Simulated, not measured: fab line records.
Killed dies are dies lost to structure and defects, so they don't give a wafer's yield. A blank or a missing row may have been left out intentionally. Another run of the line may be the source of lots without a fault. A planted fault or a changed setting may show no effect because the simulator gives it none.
Which tool was responsible? + flow sky130 + Sampling: 14 lots, 42 wafers, 4 of 708 route steps

== WHAT EACH GAUGE READ, for each wafer ==
SKY_VIA1_BOW_MEAS_03. Usual: for VIA1_BOW the level is 79 um and the standard deviation is 7.
| lot  | measured     | on            | VIA1_BOW (um) | flag |
|------|--------------|---------------|---------------|------|
| L887 | day 33 09:01 | film_metro-01 | 75 76 74      |      |
| L889 | day 34 16:53 | film_metro-01 | 75 86 86      |      |
| L890 | day 34 17:22 | film_metro-01 | 78 88 86      |      |
| L891 | day 34 14:52 | film_metro-03 | 77 87 89      |      |
| L900 | day 37 06:28 | film_metro-04 | 86 81 84      |      |
| L902 | day 38 01:20 | film_metro-01 | 78 81 87      |      |
| L903 | day 38 11:19 | film_metro-04 | 81 85 83      |      |
| L904 | day 38 09:47 | film_metro-03 | 75 81 84      |      |
| L906 | day 39 08:22 | film_metro-04 | 78 87 77      |      |
| L907 | day 39 18:00 | film_metro-04 | 64 67 70      |      |
| L908 | day 39 22:10 | film_metro-01 | 83 73 84      |      |

SKY_METAL2_CD_MEAS_15: the cd target is 140 nm. Usual: cd_nm 139.8 nm, standard deviation 1.5.
| lot  | measured     | on        | cd_nm (nm)        | flag |
|------|--------------|-----------|-------------------|------|
| L887 | day 35 15:52 | cd_sem-02 | 140.8 141.5 141.9 |      |
| L889 | day 36 22:55 | cd_sem-01 | 141.5 139.1 140.5 |      |
| L890 | day 36 23:16 | cd_sem-02 | 139.0 139.0 139.1 |      |
| L891 | day 36 21:19 | cd_sem-02 | 140.5 141.8 142.5 |      |
| L900 | day 39 11:46 | cd_sem-02 | 139.4 139.0 139.5 |      |
| L902 | day 40 05:38 | cd_sem-01 | 136.9 137.7 137.7 |      |
| L903 | day 40 15:19 | cd_sem-02 | 138.8 137.7 139.2 |      |
| L904 | day 40 14:28 | cd_sem-02 | 136.2 138.2 138.2 |      |
| L906 | day 41 11:19 | cd_sem-02 | 142.2 140.7 140.0 |      |
| L907 | day 41 19:44 | cd_sem-01 | 138.0 138.3 139.7 |      |
| L908 | day 42 00:13 | cd_sem-01 | 140.5 139.9 140.7 |      |

== EACH LOT AND THE TOOL THAT RAN IT (in order: tool; ch and the chambers of the sampled wafers; start) ==
| lot  | SKY_FIELD_ISO_WET_ETCH_29      | SKY_METAL2_SPUTTER_02        |
|------|--------------------------------|------------------------------|
| L887 | wet_bench-01 ch 0, day 2 17:06 | pvd_sputter-02, day 34 13:11 |
| L889 | wet_bench-01 ch 1, day 3 01:49 | pvd_sputter-03, day 35 20:41 |
| L890 | wet_bench-03 ch 3, day 3 07:09 | pvd_sputter-02, day 35 21:45 |
| L891 | wet_bench-03 ch 2, day 3 13:01 | pvd_sputter-03, day 35 19:03 |
| L893 | wet_bench-03 ch 1, day 3 22:56 | -                            |
| L894 | wet_bench-01 ch 3, day 4 03:29 | -                            |
| L895 | wet_bench-02 ch 2, day 4 07:49 | -                            |
| L900 | wet_bench-01 ch 1, day 5 11:13 | pvd_sputter-01, day 38 10:35 |
| L902 | wet_bench-03 ch 0, day 5 21:56 | pvd_sputter-02, day 39 04:50 |
| L903 | wet_bench-01 ch 3, day 6 04:49 | pvd_sputter-01, day 39 13:55 |
| L904 | wet_bench-03 ch 1, day 6 08:27 | pvd_sputter-03, day 39 13:01 |
| L906 | wet_bench-01 ch 1, day 6 20:53 | pvd_sputter-03, day 40 10:47 |
| L907 | wet_bench-02 ch 1, day 7 03:48 | pvd_sputter-01, day 40 19:56 |
| L908 | wet_bench-01 ch 2, day 7 09:02 | pvd_sputter-03, day 41 00:13 |
- SKY_FIELD_ISO_WET_ETCH_29: etches Si3N4 in H3PO4, target depth 160 nm, time 1825 s.
- SKY_METAL2_SPUTTER_02: material AlCu, target thk 250 nm, time 13.3 s.

== WHAT THE TOOLS THEMSELVES READ (means of the sampled wafers that have a number; where no wafer has one, the mark that the record gives instead) ==
SKY_FIELD_ISO_WET_ETCH_29. Usual: bath_guard_temp_C 159.8 C, standard deviation 0.52; bath_heat_duty_pct 27 %, standard deviation 3.3.
| lot  | tool         | bath_guard_temp_C (C) | bath_heat_duty_pct (%) | flag |
|------|--------------|-----------------------|------------------------|------|
| L887 | wet_bench-01 | 159.4                 | 23                     |      |
| L889 | wet_bench-01 | 159.9                 | 32                     |      |
| L890 | wet_bench-03 | 159.1                 | 28                     |      |
| L891 | wet_bench-03 | 159.4                 | 32                     |      |
| L893 | wet_bench-03 | -                     | -                      | OFF  |
| L894 | wet_bench-01 | -                     | -                      | OFF  |
| L895 | wet_bench-02 | -                     | -                      | OFF  |
| L900 | wet_bench-01 | 159.6                 | 33                     |      |
| L902 | wet_bench-03 | 160.6                 | 26                     |      |
| L903 | wet_bench-01 | 160.3                 | 23                     |      |
| L904 | wet_bench-03 | 159.4                 | 25                     |      |
| L906 | wet_bench-01 | 159.9                 | 33                     |      |
| L907 | wet_bench-02 | 160.6                 | 26                     |      |
| L908 | wet_bench-01 | 160.1                 | 27                     |      |

SKY_METAL2_SPUTTER_02. Usual: throttle_valve_pct 30.4 %, standard deviation 0.84.
| lot  | tool           | throttle_valve_pct (%) | flag |
|------|----------------|------------------------|------|
| L887 | pvd_sputter-02 | 31.1                   |      |
| L889 | pvd_sputter-03 | 30.3                   |      |
| L890 | pvd_sputter-02 | 30.9                   |      |
| L891 | pvd_sputter-03 | 30.0                   |      |
| L900 | pvd_sputter-01 | 29.7                   |      |
| L902 | pvd_sputter-02 | 30.9                   |      |
| L903 | pvd_sputter-01 | 30.9                   |      |
| L904 | pvd_sputter-03 | 30.4                   |      |
| L906 | pvd_sputter-03 | 30.0                   |      |
| L907 | pvd_sputter-01 | 30.4                   |      |
| L908 | pvd_sputter-03 | 30.3                   |      |

== THE ANSWER, worked out from the rows above alone ==
Rule: take the mean of a lot's wafers that have a number; if it is more than 3 standard deviations from the usual mean, the lot is off. A lot without any number at a reading at which 4 lots or more have one is off too. Where the step has rows for the other lots, those lots are counted as sound. First the gauges in route order, then the tools' own readings, where a lot's mean is used as printed above. At the first step where some lot is off, the reading lying furthest off is the one used; lots without a number count as furthest.
Off: L893, L894, L895, at SKY_FIELD_ISO_WET_ETCH_29 (bath_guard_temp_C). Without a number there: L893, L894, L895.
If a tool, at that step or one of the process steps before it, ran each lot that is off and ran no sound lot following the first of them, it fits. No candidate that was tried fits.

== WHAT THE SIMULATOR HAD PUT IN ==
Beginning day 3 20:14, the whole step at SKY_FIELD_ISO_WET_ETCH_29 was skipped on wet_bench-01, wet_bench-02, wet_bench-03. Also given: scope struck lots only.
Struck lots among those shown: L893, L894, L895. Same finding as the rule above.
